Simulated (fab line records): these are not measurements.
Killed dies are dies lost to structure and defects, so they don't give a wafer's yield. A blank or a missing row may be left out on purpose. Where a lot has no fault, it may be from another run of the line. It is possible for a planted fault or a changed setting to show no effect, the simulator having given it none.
What tool caused it? / flow sky130 / 45 wafers from 15 lots sampled at 4 of the route's 708 steps

## WHAT THE GAUGES SHOWED, per wafer
The record lacks any reading of a measuring or inspecting step that a usual standard deviation could be used to judge.

## TOOL THAT RAN EACH LOT (tool first, then ch and the chambers of the sampled wafers, then the start)
lot=L863; SKY_SONOS_TUNNEL_DEVELOP_06=litho_track-02 ch 0, day 11 06:19; SKY_METAL2_SPUTTER_02=pvd_sputter-03, day 34 01:44; SKY_METAL2_SPUTTER_03=pvd_sputter-03, day 34 01:45; SKY_METAL3_SPUTTER_02=pvd_sputter-01, day 36 10:31
lot=L864; SKY_SONOS_TUNNEL_DEVELOP_06=litho_track-04 ch 0, day 12 00:53; SKY_METAL2_SPUTTER_02=pvd_sputter-04, day 34 23:02; SKY_METAL2_SPUTTER_03=pvd_sputter-04, day 34 23:04; SKY_METAL3_SPUTTER_02=pvd_sputter-02, day 37 06:59
lot=L865; SKY_SONOS_TUNNEL_DEVELOP_06=litho_track-02 ch 0, day 12 09:25; SKY_METAL2_SPUTTER_02=pvd_sputter-04, day 35 03:02; SKY_METAL2_SPUTTER_03=pvd_sputter-04, day 35 03:04; SKY_METAL3_SPUTTER_02=pvd_sputter-01, day 37 10:40
lot=L866; SKY_SONOS_TUNNEL_DEVELOP_06=litho_track-03 ch 0, day 12 20:27; SKY_METAL2_SPUTTER_02=pvd_sputter-03, day 35 17:49; SKY_METAL2_SPUTTER_03=pvd_sputter-03, day 35 17:50; SKY_METAL3_SPUTTER_02=pvd_sputter-04, day 38 01:53
lot=L868; SKY_SONOS_TUNNEL_DEVELOP_06=litho_track-02 ch 0, day 13 01:13; SKY_METAL2_SPUTTER_02=pvd_sputter-04, day 35 22:28; SKY_METAL2_SPUTTER_03=pvd_sputter-04, day 35 22:29; SKY_METAL3_SPUTTER_02=pvd_sputter-04, day 38 04:55
lot=L867; SKY_SONOS_TUNNEL_DEVELOP_06=litho_track-03 ch 0, day 13 02:06; SKY_METAL2_SPUTTER_02=pvd_sputter-04, day 36 02:28; SKY_METAL2_SPUTTER_03=pvd_sputter-04, day 36 02:29; SKY_METAL3_SPUTTER_02=pvd_sputter-01, day 38 09:19
lot=L869; SKY_SONOS_TUNNEL_DEVELOP_06=litho_track-04 ch 0, day 13 12:55; SKY_METAL2_SPUTTER_02=pvd_sputter-03, day 36 12:33; SKY_METAL2_SPUTTER_03=pvd_sputter-03, day 36 12:35; SKY_METAL3_SPUTTER_02=pvd_sputter-01, day 38 19:17
lot=L871; SKY_SONOS_TUNNEL_DEVELOP_06=litho_track-04 ch 0, day 14 00:31; SKY_METAL2_SPUTTER_02=pvd_sputter-04, day 37 00:23; SKY_METAL2_SPUTTER_03=pvd_sputter-04, day 37 00:24; SKY_METAL3_SPUTTER_02=pvd_sputter-01, day 39 07:11
lot=L872; SKY_SONOS_TUNNEL_DEVELOP_06=litho_track-04 ch 0, day 14 15:28; SKY_METAL2_SPUTTER_02=pvd_sputter-04, day 37 16:05; SKY_METAL2_SPUTTER_03=pvd_sputter-04, day 37 16:07; SKY_METAL3_SPUTTER_02=pvd_sputter-02, day 39 21:19
lot=L873; SKY_SONOS_TUNNEL_DEVELOP_06=litho_track-02 ch 0, day 15 01:01; SKY_METAL2_SPUTTER_02=pvd_sputter-02, day 38 01:30; SKY_METAL2_SPUTTER_03=pvd_sputter-02, day 38 01:31; SKY_METAL3_SPUTTER_02=pvd_sputter-01, day 40 07:53
lot=L874; SKY_SONOS_TUNNEL_DEVELOP_06=litho_track-04 ch 0, day 15 01:23; SKY_METAL2_SPUTTER_02=pvd_sputter-02, day 38 00:20; SKY_METAL2_SPUTTER_03=pvd_sputter-02, day 38 00:22; SKY_METAL3_SPUTTER_02=pvd_sputter-01, day 40 06:05
lot=L875; SKY_SONOS_TUNNEL_DEVELOP_06=litho_track-04 ch 0, day 15 14:08; SKY_METAL2_SPUTTER_02=pvd_sputter-04, day 38 06:01; SKY_METAL2_SPUTTER_03=pvd_sputter-04, day 38 06:02; SKY_METAL3_SPUTTER_02=pvd_sputter-02, day 40 11:30
lot=L883; SKY_SONOS_TUNNEL_DEVELOP_06=litho_track-04, day 18 19:19; SKY_METAL2_SPUTTER_02=-; SKY_METAL2_SPUTTER_03=-; SKY_METAL3_SPUTTER_02=-
lot=L882; SKY_SONOS_TUNNEL_DEVELOP_06=litho_track-03, day 18 20:48; SKY_METAL2_SPUTTER_02=-; SKY_METAL2_SPUTTER_03=-; SKY_METAL3_SPUTTER_02=-
lot=L884; SKY_SONOS_TUNNEL_DEVELOP_06=litho_track-02, day 18 23:36; SKY_METAL2_SPUTTER_02=-; SKY_METAL2_SPUTTER_03=-; SKY_METAL3_SPUTTER_02=-
- SKY_SONOS_TUNNEL_DEVELOP_06: develop time 60 s.
- SKY_METAL2_SPUTTER_02: material AlCu, target thk 250 nm, time 13.3 s.
- SKY_METAL2_SPUTTER_03: material Ti, target thk 5 nm, time 3.3 s.
- SKY_METAL3_SPUTTER_02: material AlCu, target thk 735 nm, time 39.1 s.

## AS READ BY THE TOOLS THEMSELVES (means over the sampled wafers that have a number; for cases with no such wafer, the mark the record gives instead)
SKY_SONOS_TUNNEL_DEVELOP_06. Usual: chill_plate_temp_C 22.99 C, standard deviation 0.1; resist_line_temp_C 23.01 C, standard deviation 0.096.
lot=L863; tool=litho_track-02; chill_plate_temp_C (C)=23.01; resist_line_temp_C (C)=22.94; flag=
lot=L864; tool=litho_track-04; chill_plate_temp_C (C)=23.01; resist_line_temp_C (C)=23.09; flag=
lot=L865; tool=litho_track-02; chill_plate_temp_C (C)=22.97; resist_line_temp_C (C)=23.03; flag=
lot=L866; tool=litho_track-03; chill_plate_temp_C (C)=23.03; resist_line_temp_C (C)=23.13; flag=
lot=L868; tool=litho_track-02; chill_plate_temp_C (C)=22.96; resist_line_temp_C (C)=22.95; flag=
lot=L867; tool=litho_track-03; chill_plate_temp_C (C)=23.00; resist_line_temp_C (C)=23.13; flag=
lot=L869; tool=litho_track-04; chill_plate_temp_C (C)=23.07; resist_line_temp_C (C)=23.08; flag=
lot=L871; tool=litho_track-04; chill_plate_temp_C (C)=22.91; resist_line_temp_C (C)=22.96; flag=
lot=L872; tool=litho_track-04; chill_plate_temp_C (C)=23.00; resist_line_temp_C (C)=23.07; flag=
lot=L873; tool=litho_track-02; chill_plate_temp_C (C)=22.95; resist_line_temp_C (C)=23.06; flag=
lot=L874; tool=litho_track-04; chill_plate_temp_C (C)=22.96; resist_line_temp_C (C)=23.02; flag=
lot=L875; tool=litho_track-04; chill_plate_temp_C (C)=23.08; resist_line_temp_C (C)=23.01; flag=
lot=L883; tool=litho_track-04; chill_plate_temp_C (C)=-; resist_line_temp_C (C)=-; flag=OFF
lot=L882; tool=litho_track-03; chill_plate_temp_C (C)=-; resist_line_temp_C (C)=-; flag=OFF
lot=L884; tool=litho_track-02; chill_plate_temp_C (C)=-; resist_line_temp_C (C)=-; flag=OFF

SKY_METAL2_SPUTTER_02. Usual: throttle_valve_pct reads 30.0 % (standard deviation 0.96).
lot=L863; tool=pvd_sputter-03; throttle_valve_pct (%)=29.7; flag=
lot=L864; tool=pvd_sputter-04; throttle_valve_pct (%)=30.4; flag=
lot=L865; tool=pvd_sputter-04; throttle_valve_pct (%)=30.5; flag=
lot=L866; tool=pvd_sputter-03; throttle_valve_pct (%)=29.0; flag=
lot=L868; tool=pvd_sputter-04; throttle_valve_pct (%)=30.1; flag=
lot=L867; tool=pvd_sputter-04; throttle_valve_pct (%)=29.9; flag=
lot=L869; tool=pvd_sputter-03; throttle_valve_pct (%)=29.9; flag=
lot=L871; tool=pvd_sputter-04; throttle_valve_pct (%)=30.2; flag=
lot=L872; tool=pvd_sputter-04; throttle_valve_pct (%)=30.3; flag=
lot=L873; tool=pvd_sputter-02; throttle_valve_pct (%)=29.5; flag=
lot=L874; tool=pvd_sputter-02; throttle_valve_pct (%)=29.4; flag=
lot=L875; tool=pvd_sputter-04; throttle_valve_pct (%)=29.8; flag=

SKY_METAL2_SPUTTER_03. Usual: throttle_valve_pct reads 30.0 % (standard deviation 0.98).
lot=L863; tool=pvd_sputter-03; throttle_valve_pct (%)=29.8; flag=
lot=L864; tool=pvd_sputter-04; throttle_valve_pct (%)=30.5; flag=
lot=L865; tool=pvd_sputter-04; throttle_valve_pct (%)=30.4; flag=
lot=L866; tool=pvd_sputter-03; throttle_valve_pct (%)=29.0; flag=
lot=L868; tool=pvd_sputter-04; throttle_valve_pct (%)=30.2; flag=
lot=L867; tool=pvd_sputter-04; throttle_valve_pct (%)=29.9; flag=
lot=L869; tool=pvd_sputter-03; throttle_valve_pct (%)=29.9; flag=
lot=L871; tool=pvd_sputter-04; throttle_valve_pct (%)=30.4; flag=
lot=L872; tool=pvd_sputter-04; throttle_valve_pct (%)=30.3; flag=
lot=L873; tool=pvd_sputter-02; throttle_valve_pct (%)=29.5; flag=
lot=L874; tool=pvd_sputter-02; throttle_valve_pct (%)=29.3; flag=
lot=L875; tool=pvd_sputter-04; throttle_valve_pct (%)=29.9; flag=

SKY_METAL3_SPUTTER_02. Usual: throttle_valve_pct reads 29.9 % (standard deviation 0.99).
lot=L863; tool=pvd_sputter-01; throttle_valve_pct (%)=30.2; flag=
lot=L864; tool=pvd_sputter-02; throttle_valve_pct (%)=29.7; flag=
lot=L865; tool=pvd_sputter-01; throttle_valve_pct (%)=29.7; flag=
lot=L866; tool=pvd_sputter-04; throttle_valve_pct (%)=30.4; flag=
lot=L868; tool=pvd_sputter-04; throttle_valve_pct (%)=30.1; flag=
lot=L867; tool=pvd_sputter-01; throttle_valve_pct (%)=30.4; flag=
lot=L869; tool=pvd_sputter-01; throttle_valve_pct (%)=30.0; flag=
lot=L871; tool=pvd_sputter-01; throttle_valve_pct (%)=29.9; flag=
lot=L872; tool=pvd_sputter-02; throttle_valve_pct (%)=30.4; flag=
lot=L873; tool=pvd_sputter-01; throttle_valve_pct (%)=30.4; flag=
lot=L874; tool=pvd_sputter-01; throttle_valve_pct (%)=30.0; flag=
lot=L875; tool=pvd_sputter-02; throttle_valve_pct (%)=29.6; flag=

## THE ANSWER, worked out from the rows above alone
Rule: take the mean of a lot's wafers that have a number; if it is more than 3 standard deviations from the usual mean, the lot is off. A lot without any number at a reading at which 4 lots or more have one is off too. The other lots that the step has rows for count as sound. After the gauges, taken in route order, come the tools' own readings; for these a lot's mean is taken, as printed above. At the first step where some lot is off, the reading lying furthest off is the one used; lots without a number count as furthest.
Off, at SKY_SONOS_TUNNEL_DEVELOP_06 on chill_plate_temp_C: L883, L882, L884. Without a number there: L883, L882, L884.
A tool fits if, at that step or a process step before it, it ran every lot that is off, and no sound lot after the first of them. Not one of the candidates tried fits.

## WHAT HAD BEEN PUT IN BY THE SIMULATOR
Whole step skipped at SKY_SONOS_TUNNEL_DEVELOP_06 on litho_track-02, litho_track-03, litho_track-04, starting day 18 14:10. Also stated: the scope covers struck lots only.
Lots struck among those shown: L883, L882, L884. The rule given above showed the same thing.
